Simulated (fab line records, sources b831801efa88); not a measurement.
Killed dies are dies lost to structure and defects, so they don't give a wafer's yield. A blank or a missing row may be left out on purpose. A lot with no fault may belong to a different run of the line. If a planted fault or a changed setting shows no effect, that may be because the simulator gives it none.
What tool caused it? || flow sky130 || 6 lots, 18 wafers sampled, at 1 step of a route of 708

WHAT THE GAUGES SHOWED, per wafer
SKY_SD_N_TW_MEAS_12.
{"lot": "L477", "measured": "day 27 21:01", "on": "film metro-04", "SD_N_TW": "3907 3924 3911"}
{"lot": "L483", "measured": "day 30 16:53", "on": "film metro-01", "SD_N_TW": "4090 4081 4092"}
{"lot": "L490", "measured": "day 32 18:16", "on": "film metro-02", "SD_N_TW": "3969 3966 3960"}
{"lot": "L494", "measured": "day 34 06:58", "on": "film metro-01", "SD_N_TW": "4113 4098 4108"}
{"lot": "L495", "measured": "day 34 11:44", "on": "film metro-02", "SD_N_TW": "3975 3979 3969"}
{"lot": "L497", "measured": "day 35 00:34", "on": "film metro-01", "SD_N_TW": "4076 4073 4077"}

WHICH TOOL RAN EACH LOT (tool, then ch and the chambers of the sampled wafers, then the start)
No process step before these readings appears in the record.

THE ANSWER, worked out from the rows above alone
Rule: the lots themselves supply what counts as usual. Put in order of their means at a reading, lots are off if they are a third of the lots or fewer, leave a main group of 4 or more, and stand apart from it by a gap of 3 or more times the standard deviation of the main group's means; of several such gaps the widest counts. The tables above print the reading to a certain number of digits; a main group whose means all agree to those digits is not used. A lot without any number at a reading at which 4 lots or more have one is off too. The other lots that the step has rows for count as sound.
No lot is off at any reading shown: from this, nothing can be told.

WHAT WAS PUT IN BY THE SIMULATOR
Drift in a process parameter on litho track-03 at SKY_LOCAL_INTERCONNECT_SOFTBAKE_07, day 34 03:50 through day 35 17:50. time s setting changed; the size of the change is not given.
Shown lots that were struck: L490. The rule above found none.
